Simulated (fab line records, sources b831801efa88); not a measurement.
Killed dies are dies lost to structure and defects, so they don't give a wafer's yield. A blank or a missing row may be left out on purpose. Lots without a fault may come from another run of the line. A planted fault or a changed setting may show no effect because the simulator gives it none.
Problem report in the 8D (eight disciplines) form, filled by code | flow gf180mcu | the parts of the form that need people (team, actions taken, sign-off) are left out

1. THE PROBLEM
run_length_s at GF_STI_ETCH_14 reads a mean of 137.2 s on 3 wafers of 2 lots; wafers without a fault read 131.1 s with a standard deviation of 0.42. That is +15 standard deviations from the usual mean.
The step: etches Si in HBr/Cl2/O2, target depth 360 nm, time 102.9 s.
First seen on wafer L962.1, day 3 19:40, on rie_si-02. The record holds 18 wafers of 6 lots with a number at this step. Rule for "out", or "out of limits": more than 4 standard deviations from the usual mean. The other wafers with a number count as sound.

2. WHAT IT IS AND WHAT IT IS NOT
question                    | is                     | is not
which readings at this step | run_length_s           | HBr_flow_sccm, drypump_motor_current_A, oes_product_au, throttle_valve_pct
which lots                  | L962, L965             | L961, L973, L974, L976
which wafers of those lots  | L962.1, L962.4, L965.3 | L962.3, L965.1, L965.4
read on which tools         | rie_si-02              | rie_si-01
when                        | from day 3 19:40       | up to then (4 sound wafers); but 11 sound wafers of L965, L973, L974, L976 came after

3. SUSPECTS, AND WHAT RULES EACH OUT
Counting: a tool at a process step up to the reading stays a suspect if it ran every lot that is out. Sound lots after the first of them don't rule it out here, since some wafers of a struck lot are sound.
- rie_diel-02 at GF_STI_ETCH_13 (etches the open film in CHF3/O2, stops on Si, target depth 282.31 nm, time 112.9 s): kept. It ran every lot that is out, first L962 (day 3 19:35); its last sound lot up to then is L961 (day 3 14:47).
- rie_si-02 at GF_STI_ETCH_14 (etches Si in HBr/Cl2/O2, target depth 360 nm, time 102.9 s): kept. It ran every lot that is out, first L962 (day 3 19:40); its last sound lot up to then is L961 (day 3 14:52). Its own readings are out on those wafers: run_length_s.
- Within rie_diel-02 at GF_STI_ETCH_13: the wafers that are out ran in chambers 0, 2; their sound lot-mates ran in chambers 1, 3.
- Within rie_si-02 at GF_STI_ETCH_14: the wafers that are out ran in chamber 1; their sound lot-mates ran in chambers 2, 3.
Left after counting: rie_diel-02 at GF_STI_ETCH_13, rie_si-02 at GF_STI_ETCH_14.

4. THE CAUSE (what the simulator had put in)
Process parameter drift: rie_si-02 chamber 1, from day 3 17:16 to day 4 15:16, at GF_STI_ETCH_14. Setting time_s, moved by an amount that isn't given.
Counting left 2 suspects, and this tool is among them.

5. THE CHAIN OF EFFECTS, in route order
Each row: a reading whose mean over the struck wafers that have a number lies more than 3 standard deviations from the usual. Only readings for which the record gives a usual standard deviation are gone through. hours: the time from each lot's start at the first step in this table that gives one to its start at this step, as a median over the lots. sigmas: the change in usual standard deviations.
hours | step           | reading      | usual   | on struck wafers | change | sigmas
0     | GF_STI_ETCH_14 | run_length_s | 131.1 s | 137.2            | +6.1   | +15
The process steps in it:
- GF_STI_ETCH_14: etches Si in HBr/Cl2/O2, target depth 360 nm, time 102.9 s.

6. WHAT WOULD HAVE CAUGHT IT SOONER
In this record the first reading out of limits was taken at day 3 19:40, 2 hours after the fault began at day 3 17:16.
